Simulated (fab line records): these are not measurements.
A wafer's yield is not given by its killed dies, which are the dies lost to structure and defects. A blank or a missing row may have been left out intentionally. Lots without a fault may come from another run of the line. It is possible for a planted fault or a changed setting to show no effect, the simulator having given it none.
fab line records + flow sky130
[record]
- lots = 13
- wafers = 39
- last_day = 49
route steps=708 shown SD_N@348 CONTACT@432 METAL1@436 METAL2@503
lots that met no fault: from a run of the same line without faults
start_h: the number of hours between the record's first day and the start of the first shown wafer of the lot + wait_h: time in hours since the lot's previous step + " the same as in the row above + L1.1+2: one row covering several wafers at once + - value missing, or start not given + * or withheld: withheld + < > ~ a bound
route shown NAME@n: a module of which the file shows steps, and the number in the route of the first + usual: the fault-free wafers' mean and standard deviation + same: alike in all rows + chamber/n: place in a boat + sites: each site's reading + _std_site: the standard deviation of these + _edge_site: mean of outer sites minus mean of inner sites + radius_mm: how far each site lies from the wafer's centre + mask NAME#n: copy n + behind: tool/chamber where the wafer was last shaped + hold: why the lot went on hold/how many hours it stayed there/how the hold came to an end + device: whichever transistor did not switch (one of n, p or np) + end of line: at the end of the route, the tests of the same wafers + step lacking rows: just its recipe + killed: dies lost to structure and defects at the first sort, not the wafer's yield + map: a wafer's dies, x killed, . not, _ none there
set.NAME: the run value of the setting; set.NAME@STEP: its run value at that earlier step + model.NAME: the simulator's own value behind a step, which no gauge read
one table for each step of the route and one row for each wafer, over a sample of lots
services: when a tool's chamber went out of use (start_h, in hours from the record's first day, below 0 if earlier), for how many hours, and the reason
[[steps]]
[step SKY_SD_N_DEVELOP_06]
[recipe]
- resist = NOVOLAK
- developer = TMAH
- develop_time_s = 60
- dev_temp_c = 23
[usual]
- developer_temp_C = 23.02/0.11
| lot.wafer | tool           | chamber | start_h | wait_h | developer_temp_C |
|-----------|----------------|---------|---------|--------|------------------|
| L429.1    | litho_track-02 | 0       | 661.55  | 0.1    | 22.94            |
| L429.3    | "              | 0       | "       | "      | 23.09            |
| L429.4    | "              | 0       | "       | "      | 23.13            |
| L430.1    | litho_track-01 | 0       | 672.56  | 0.1    | 23.23            |
| L430.2    | "              | 0       | "       | "      | 23.05            |
| L430.5    | "              | 0       | "       | "      | 23.16            |
| L431.1    | litho_track-02 | 0       | 679.10  | 0.1    | 22.93            |
| L431.2    | "              | 0       | "       | "      | 22.92            |
| L431.3    | "              | 0       | "       | "      | 22.98            |
| L432.1    | litho_track-01 | 0       | 689.11  | 0.1    | 23.09            |
| L432.2    | "              | 0       | "       | "      | 22.95            |
| L432.6    | "              | 0       | "       | "      | 22.85            |
| L433.1    | litho_track-02 | 0       | 701.50  | 0.1    | 22.97            |
| L433.2    | "              | 0       | "       | "      | 22.98            |
| L433.5    | "              | 0       | "       | "      | 22.99            |
| L434.1    | litho_track-02 | 0       | 726.15  | 0.1    | 22.96            |
| L434.4    | "              | 0       | "       | "      | 22.91            |
| L434.6    | "              | 0       | "       | "      | 22.86            |
| L436.2    | litho_track-01 | 0       | 740.73  | 0.1    | 23.00            |
| L436.3    | "              | 0       | "       | "      | 22.94            |
| L436.6    | "              | 0       | "       | "      | 22.95            |
| L435.1    | litho_track-01 | 0       | 741.96  | 0.1    | 23.05            |
| L435.3    | "              | 0       | "       | "      | 23.06            |
| L435.5    | "              | 0       | "       | "      | 23.13            |
| L439.3    | litho_track-01 | 0       | 750.91  | 0.1    | 23.09            |
| L439.4    | "              | 0       | "       | "      | 23.19            |
| L439.6    | "              | 0       | "       | "      | 22.98            |
| L442.1    | litho_track-02 | 0       | 774.30  | 0.1    | 22.05            |
| L442.3    | "              | 0       | "       | "      | 22.10            |
| L442.5    | "              | 0       | "       | "      | 22.23            |
| L444.2    | litho_track-02 | 0       | 797.58  | 0.1    | 22.09            |
| L444.3    | "              | 0       | "       | "      | 22.05            |
| L444.6    | "              | 0       | "       | "      | 22.16            |
| L445.1    | litho_track-02 | 0       | 798.75  | 0.1    | 22.23            |
| L445.3    | "              | 0       | "       | "      | 22.24            |
| L445.4    | "              | 0       | "       | "      | 22.36            |
| L447.2    | litho_track-01 | 0       | 807.73  | 0.1    | 22.91            |
| L447.4    | "              | 0       | "       | "      | 22.89            |
| L447.5    | "              | 0       | "       | "      | 22.99            |
[step SKY_CONTACT_THK_MEAS_26]
[recipe]
- thk_meas_gauge = xrf
- reads = W_of_CONTACT_CVD_24
[usual]
- CONTACT_W_THK = 341/4.9
| lot.wafer | tool          | chamber | start_h | wait_h | CONTACT_W_THK[nm] |
|-----------|---------------|---------|---------|--------|-------------------|
| L429.1    | film_metro-04 | -       | 751.31  | 0.1    | 341               |
| L429.3    | "             | -       | "       | "      | 341               |
| L429.4    | "             | -       | "       | "      | 340               |
| L430.1    | film_metro-04 | -       | 762.13  | 0.1    | 337               |
| L430.2    | "             | -       | "       | "      | 335               |
| L430.5    | "             | -       | "       | "      | 333               |
| L431.1    | film_metro-03 | -       | 769.33  | 0.1    | 341               |
| L431.2    | "             | -       | "       | "      | 337               |
| L431.3    | "             | -       | "       | "      | 339               |
| L432.1    | film_metro-04 | -       | 778.98  | 0.1    | 336               |
| L432.2    | "             | -       | "       | "      | 339               |
| L432.6    | "             | -       | "       | "      | 333               |
| L433.1    | film_metro-04 | -       | 790.49  | 0.1    | 344               |
| L433.2    | "             | -       | "       | "      | 343               |
| L433.5    | "             | -       | "       | "      | 342               |
| L434.1    | film_metro-03 | -       | 814.29  | 0.1    | 335               |
| L434.4    | "             | -       | "       | "      | 339               |
| L434.6    | "             | -       | "       | "      | 336               |
| L436.2    | film_metro-01 | -       | 828.39  | 0.1    | 335               |
| L436.3    | "             | -       | "       | "      | 339               |
| L436.6    | "             | -       | "       | "      | 341               |
| L435.1    | film_metro-03 | -       | 829.64  | 0.1    | 339               |
| L435.3    | "             | -       | "       | "      | 347               |
| L435.5    | "             | -       | "       | "      | 339               |
| L439.3    | film_metro-01 | -       | 838.50  | 0.1    | 337               |
| L439.4    | "             | -       | "       | "      | 345               |
| L439.6    | "             | -       | "       | "      | 337               |
| L442.1    | film_metro-04 | -       | 859.99  | 0.1    | 338               |
| L442.3    | "             | -       | "       | "      | 340               |
| L442.5    | "             | -       | "       | "      | 338               |
| L444.2    | film_metro-04 | -       | 883.09  | 0.1    | 335               |
| L444.3    | "             | -       | "       | "      | 339               |
| L444.6    | "             | -       | "       | "      | 338               |
| L445.1    | film_metro-04 | -       | 884.67  | 0.1    | 334               |
| L445.3    | "             | -       | "       | "      | 340               |
| L445.4    | "             | -       | "       | "      | 335               |
| L447.2    | film_metro-01 | -       | 893.46  | 0.1    | 341               |
| L447.4    | "             | -       | "       | "      | 341               |
| L447.5    | "             | -       | "       | "      | 344               |
[step SKY_METAL1_SPUTTER_02]
[recipe]
- material = AlCu
- target_thk_nm = 250
- power_w = 10600
- time_s = 13.3
- chamber_pressure_pa = 0.4
[usual]
- throttle_valve_pct = 30.1/0.94
[same]
- time_s = 13.3
| lot.wafer | tool           | chamber | start_h | wait_h | throttle_valve_pct |
|-----------|----------------|---------|---------|--------|--------------------|
| L429.1    | pvd_sputter-02 | -       | 751.72  | 0.0    | 30.1               |
| L429.3    | "              | -       | "       | "      | 31.1               |
| L429.4    | "              | -       | "       | "      | 30.9               |
| L430.1    | pvd_sputter-04 | -       | 762.53  | 0.0    | 28.3               |
| L430.2    | "              | -       | "       | "      | 28.6               |
| L430.5    | "              | -       | "       | "      | 28.7               |
| L431.1    | pvd_sputter-04 | -       | 769.74  | 0.0    | 28.9               |
| L431.2    | "              | -       | "       | "      | 31.4               |
| L431.3    | "              | -       | "       | "      | 28.3               |
| L432.1    | pvd_sputter-02 | -       | 779.39  | 0.0    | 31.1               |
| L432.2    | "              | -       | "       | "      | 29.9               |
| L432.6    | "              | -       | "       | "      | 31.2               |
| L433.1    | pvd_sputter-04 | -       | 790.90  | 0.0    | 31.1               |
| L433.2    | "              | -       | "       | "      | 30.4               |
| L433.5    | "              | -       | "       | "      | 28.5               |
| L434.1    | pvd_sputter-02 | -       | 814.70  | 0.0    | 31.1               |
| L434.4    | "              | -       | "       | "      | 30.0               |
| L434.6    | "              | -       | "       | "      | 30.1               |
| L436.2    | pvd_sputter-03 | -       | 828.79  | 0.0    | 29.6               |
| L436.3    | "              | -       | "       | "      | 31.6               |
| L436.6    | "              | -       | "       | "      | 29.3               |
| L435.1    | pvd_sputter-03 | -       | 830.05  | 0.0    | 29.9               |
| L435.3    | "              | -       | "       | "      | 31.3               |
| L435.5    | "              | -       | "       | "      | 30.0               |
| L439.3    | pvd_sputter-03 | -       | 838.89  | 0.0    | 29.4               |
| L439.4    | "              | -       | "       | "      | 29.7               |
| L439.6    | "              | -       | "       | "      | 30.0               |
| L442.1    | pvd_sputter-02 | -       | 860.40  | 0.0    | 30.1               |
| L442.3    | "              | -       | "       | "      | 30.1               |
| L442.5    | "              | -       | "       | "      | 31.2               |
| L444.2    | pvd_sputter-04 | -       | 883.49  | 0.0    | 28.4               |
| L444.3    | "              | -       | "       | "      | 30.4               |
| L444.6    | "              | -       | "       | "      | 30.3               |
| L445.1    | pvd_sputter-03 | -       | 885.08  | 0.0    | 30.0               |
| L445.3    | "              | -       | "       | "      | 30.0               |
| L445.4    | "              | -       | "       | "      | 31.4               |
| L447.2    | pvd_sputter-03 | -       | 893.86  | 0.0    | 31.5               |
| L447.4    | "              | -       | "       | "      | 30.0               |
| L447.5    | "              | -       | "       | "      | 29.8               |
[step SKY_METAL2_STRIP_20]
[recipe]
- chemistry = O2/N2
- power_w = 1400
- pressure_mtorr = 1500
- platen_temp_c = withheld
- o2_flow_sccm = 3000
- n2_flow_sccm = 300
- overash_fraction = 0.5
[usual]
- drypump_motor_current_A = 5.5/0.47
- n2_flow_sccm = 300.1/0.92
- oes_product_au = 0.342/0.0047
- strip_time_to_endpoint_s = 2.66/0.04
| lot.wafer | tool            | chamber | start_h | wait_h | drypump_motor_current_A | n2_flow_sccm | oes_product_au | rf_hours_counter_h | strip_time_to_endpoint_s |
|-----------|-----------------|---------|---------|--------|-------------------------|--------------|----------------|--------------------|--------------------------|
| L429.1    | plasma_asher-01 | 1       | 837.30  | 0.1    | 6.0                     | 299.5        | 0.344          | 9                  | 2.64                     |
| L429.3    | "               | 1       | "       | "      | 6.0                     | 298.5        | 0.348          | -                  | 2.64                     |
| L429.4    | "               | 0       | "       | "      | 5.4                     | 300.8        | 0.345          | -                  | 2.68                     |
| L430.1    | plasma_asher-04 | 0       | 848.30  | 0.1    | 5.2                     | 300.6        | 0.344          | 73                 | 2.60                     |
| L430.2    | "               | 1       | "       | "      | 4.7                     | 300.6        | 0.334          | 73                 | 2.66                     |
| L430.5    | "               | 1       | "       | "      | 4.7                     | 299.5        | 0.338          | -                  | 2.61                     |
| L431.1    | plasma_asher-03 | 0       | 854.25  | 0.1    | 6.1                     | 301.4        | 0.340          | 102                | 2.68                     |
| L431.2    | "               | 1       | "       | "      | 5.5                     | 299.8        | 0.334          | 102                | 2.67                     |
| L431.3    | "               | 0       | "       | "      | 6.1                     | 301.2        | 0.339          | -                  | 2.63                     |
| L432.1    | plasma_asher-03 | 1       | 864.19  | 0.1    | 5.5                     | 300.3        | 0.333          | 103                | 2.68                     |
| L432.2    | "               | 0       | "       | "      | 6.1                     | 299.0        | 0.337          | 103                | 2.68                     |
| L432.6    | "               | 1       | "       | "      | 5.5                     | 299.4        | 0.344          | -                  | 2.70                     |
| L433.1    | plasma_asher-04 | 0       | 875.10  | 0.1    | 5.2                     | 299.8        | 0.347          | 76                 | 2.70                     |
| L433.2    | "               | 1       | "       | "      | 4.7                     | 301.3        | 0.339          | 76                 | 2.66                     |
| L433.5    | "               | 0       | "       | "      | 5.2                     | 300.3        | 0.339          | -                  | 2.69                     |
| L434.1    | plasma_asher-04 | 1       | 896.05  | 0.1    | 4.7                     | 299.7        | 0.340          | 78                 | 2.69                     |
| L434.4    | "               | 0       | "       | "      | 5.2                     | 298.9        | 0.340          | -                  | 2.65                     |
| L434.6    | "               | 0       | "       | "      | 5.2                     | 299.4        | 0.336          | -                  | 2.67                     |
| L436.2    | plasma_asher-03 | 0       | 910.17  | 0.1    | 6.1                     | 300.3        | 0.342          | 107                | 2.67                     |
| L436.3    | "               | 0       | "       | "      | 6.1                     | 299.7        | 0.342          | -                  | 2.60                     |
| L436.6    | "               | 0       | "       | "      | 6.1                     | 300.2        | 0.346          | -                  | 2.61                     |
| L435.1    | plasma_asher-04 | 0       | 911.35  | 0.1    | 5.2                     | 299.5        | 0.345          | 79                 | 2.68                     |
| L435.3    | "               | 0       | "       | "      | 5.2                     | 299.0        | 0.333          | -                  | 2.69                     |
| L435.5    | "               | 1       | "       | "      | 4.7                     | 301.2        | 0.345          | -                  | 2.68                     |
| L439.3    | plasma_asher-01 | 0       | 919.74  | 0.1    | 5.4                     | 300.7        | 0.338          | -                  | 2.60                     |
| L439.4    | "               | 1       | "       | "      | 6.0                     | 300.1        | 0.341          | -                  | 2.69                     |
| L439.6    | "               | 0       | "       | "      | 5.4                     | 300.3        | 0.334          | -                  | 2.60                     |
| L442.1    | plasma_asher-01 | 0       | 940.70  | 0.1    | 5.4                     | 300.6        | 0.342          | 19                 | 2.67                     |
| L442.3    | "               | 0       | "       | "      | 5.4                     | 300.1        | 0.337          | -                  | 2.60                     |
| L442.5    | "               | 0       | "       | "      | 5.4                     | 300.1        | 0.336          | -                  | 2.70                     |
| L444.2    | plasma_asher-04 | 0       | 961.55  | 0.1    | 5.2                     | 299.9        | 0.340          | 84                 | 2.65                     |
| L444.3    | "               | 1       | "       | "      | 4.7                     | 301.7        | 0.344          | -                  | 2.63                     |
| L444.6    | "               | 0       | "       | "      | 5.2                     | 299.5        | 0.343          | -                  | 2.65                     |
| L445.1    | plasma_asher-04 | 0       | 962.20  | 0.1    | 5.2                     | 300.5        | 0.333          | 84                 | 2.60                     |
| L445.3    | "               | 0       | "       | "      | 5.2                     | 300.2        | 0.343          | -                  | 2.69                     |
| L445.4    | "               | 1       | "       | "      | 4.7                     | 298.0        | 0.344          | -                  | 2.62                     |
| L447.2    | plasma_asher-04 | 1       | 970.85  | 0.1    | 4.7                     | 299.7        | 0.344          | 85                 | 2.70                     |
| L447.4    | "               | 1       | "       | "      | 4.7                     | 300.4        | 0.334          | -                  | 2.71                     |
| L447.5    | "               | 0       | "       | "      | 5.2                     | 301.2        | 0.351          | -                  | 2.74                     |
[[services]]
| tool            | chamber | start_h | hours | kind       |
|-----------------|---------|---------|-------|------------|
| plasma_asher-04 | -       | 660.52  | 18.9  | pm         |
| pvd_sputter-02  | -       | 666.70  | 5.3   | repair     |
| plasma_asher-03 | -       | 701.20  | 5.6   | repair     |
| pvd_sputter-02  | -       | 719.97  | 4.2   | repair     |
| plasma_asher-03 | -       | 728.41  | 1.7   | repair     |
| plasma_asher-01 | -       | 733.75  | 9.0   | pm         |
| plasma_asher-01 | 0       | 733.75  | 9.0   | vent_cycle |
| plasma_asher-01 | 1       | 733.75  | 9.0   | vent_cycle |
| plasma_asher-01 | 0       | 742.75  | -     | clean      |
| plasma_asher-01 | 1       | 742.75  | -     | clean      |
| plasma_asher-01 | -       | 765.42  | 0.5   | repair     |
| pvd_sputter-02  | -       | 768.60  | 6.7   | repair     |
| pvd_sputter-02  | -       | 792.76  | 5.5   | repair     |
| pvd_sputter-04  | -       | 824.54  | 15.2  | repair     |
| pvd_sputter-04  | -       | 845.26  | 5.4   | repair     |
| pvd_sputter-04  | -       | 848.16  | 11.0  | repair     |
| pvd_sputter-03  | -       | 856.92  | 1.0   | repair     |
| plasma_asher-03 | -       | 881.01  | 1.7   | repair     |
| plasma_asher-04 | -       | 897.69  | 3.1   | repair     |
| pvd_sputter-02  | -       | 906.10  | 0.5   | repair     |
| plasma_asher-01 | -       | 915.56  | 1.0   | repair     |
| pvd_sputter-03  | -       | 916.19  | 1.5   | repair     |
[[key]]
[first_sign]
- step = SKY_SD_N_DEVELOP_06
- reading = developer_temp_C
- direction = down
- sigmas = 8
- usual = *
- struck = *
effect none on later readings
met_at SKY_SD_N_DEVELOP_06
struck_lots L442,L444,L445
tester_left_out L442,L444,L445
[loop_trim]
- step = SKY_SD_N_EXPOSE_04
- setting = dose
- lots = L445
not_acting_at SKY_CONTACT_THK_MEAS_26,SKY_METAL1_SPUTTER_02,SKY_METAL2_STRIP_20
onset_between 726.15 774.30
[fault]
- kind = process_parameter_drift
- tool = litho_track-02
- chamber = -
- onset_h = 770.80
- steps = SKY_SD_N_DEVELOP_06
- channel = dev_temp_c
- offset = *
- shape = step
- end_h = 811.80
- acts_in = *
- stated = *
// tester_left_out: of these lots the tester's yield and bins aren't shown, on N5 and GAA mostly nor the transistor test; their killed dies are dies lost to structure and defects alone, not to doping, threshold or leakage, so they don't give the yield
// loop_trim: a control loop set the setting to another value than it would have without faults
